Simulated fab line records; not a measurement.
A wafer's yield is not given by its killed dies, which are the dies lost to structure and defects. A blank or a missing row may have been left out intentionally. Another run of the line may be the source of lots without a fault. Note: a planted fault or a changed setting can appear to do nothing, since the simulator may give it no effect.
Code-filled problem report in 8D (eight disciplines) form + flow sky130 + the parts of the form that need people (team, actions taken, sign-off) are left out

1. THE ISSUE
Wafers free of any fault read 495.4 (standard deviation 2.2) for NWELL_2_TW at SKY_NWELL_TW_MEAS_26, against a mean of 511.3 on 6 wafers of 2 lots. That is +7.2 standard deviations from the usual mean.
Earliest sighting: wafer L192.3 on filmMetro-03 at day 7 08:32. At this step, 36 wafers from 12 lots have a number in the record. The rule behind "out" and "out of limits": a value lying over 4 standard deviations away from the usual mean. Any other wafer with a number is counted as sound.

2. WHAT IT IS, WHAT IT ISN'T
| question                    | is                         | is not                                                                                                        |
|-----------------------------|----------------------------|---------------------------------------------------------------------------------------------------------------|
| which readings at this step | NWELL_2_TW                 | -                                                                                                             |
| which lots                  | L192, L194                 | L184, L189, L198, L200, L201, L202, L203, L205, L206, L207                                                    |
| which wafers of those lots  | all that have a number     | -                                                                                                             |
| read on which gauges        | filmMetro-01, filmMetro-03 | filmMetro-04                                                                                                  |
| when                        | from day 7 08:32           | up to then (6 sound wafers); but 24 sound wafers of L198, L200, L201, L202, L203, L205, L206, L207 came after |

3. SUSPECTS, AND WHAT RULES EACH OUT
Counting: a tool at any process step up to the reading remains a suspect when it ran all the lots that are out and ran no sound lot after the first of those.
- the gauge at SKY_NWELL_TW_MEAS_26 has been ruled out. 2 gauges (filmMetro-01, filmMetro-03) read the wafers that are out.
- implanter-03 at SKY_NWELL_IMPLANT_24: ruled out as a lasting fault. Following L192 (day 7 08:19), the first lot on it that is out, the sound lots L202, L206 were run on it.
Left after counting: nothing in the record.

4. THE CAUSE (what the simulator had put in)
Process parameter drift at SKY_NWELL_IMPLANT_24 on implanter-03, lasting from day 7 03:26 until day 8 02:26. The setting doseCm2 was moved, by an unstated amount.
It was ruled out by counting, in error; the rule expects a fault to strike all lots run on its tool from its start on, and this fault did not.

5. THE EFFECT CHAIN, in route order
Rows list readings where the struck wafers' mean (over those with a number) sits beyond 3 standard deviations from the usual. Readings are gone through only where the record gives a usual standard deviation; hours: the median, over the lots, of the time from a lot's start at the first step in this table giving one to that lot's start at this step; sigmas: the change measured in usual standard deviations.
| hours | step                 | reading          | usual     | on struck wafers | change     | sigmas      |
|-------|----------------------|------------------|-----------|------------------|------------|-------------|
| 0     | SKY_NWELL_IMPLANT_24 | doseIonsCm2      | 9.201e+12 | 1.017e+13        | +9.702e+11 | +99 or more |
| 0     | SKY_NWELL_IMPLANT_24 | faradayCurrentUA | 51.6      | 57.2             | +5.6       | +5.1        |
| 0     | SKY_NWELL_TW_MEAS_26 | NWELL_2_TW       | 495.4     | 511.3            | +15.9      | +7.2        |
Its process steps:
- SKY_NWELL_IMPLANT_24

6. HOW IT WOULD HAVE BEEN CAUGHT EARLIER
5 hours passed between the start of the fault at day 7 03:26 and the first reading out of limits at a measuring or inspecting step in this record, taken at day 7 08:32.
At SKY_NWELL_IMPLANT_24, the tool's own readings (doseIonsCm2, faradayCurrentUA) were out on each struck wafer the step has a row for, so an alarm limit on them would have fired on the first such wafer.
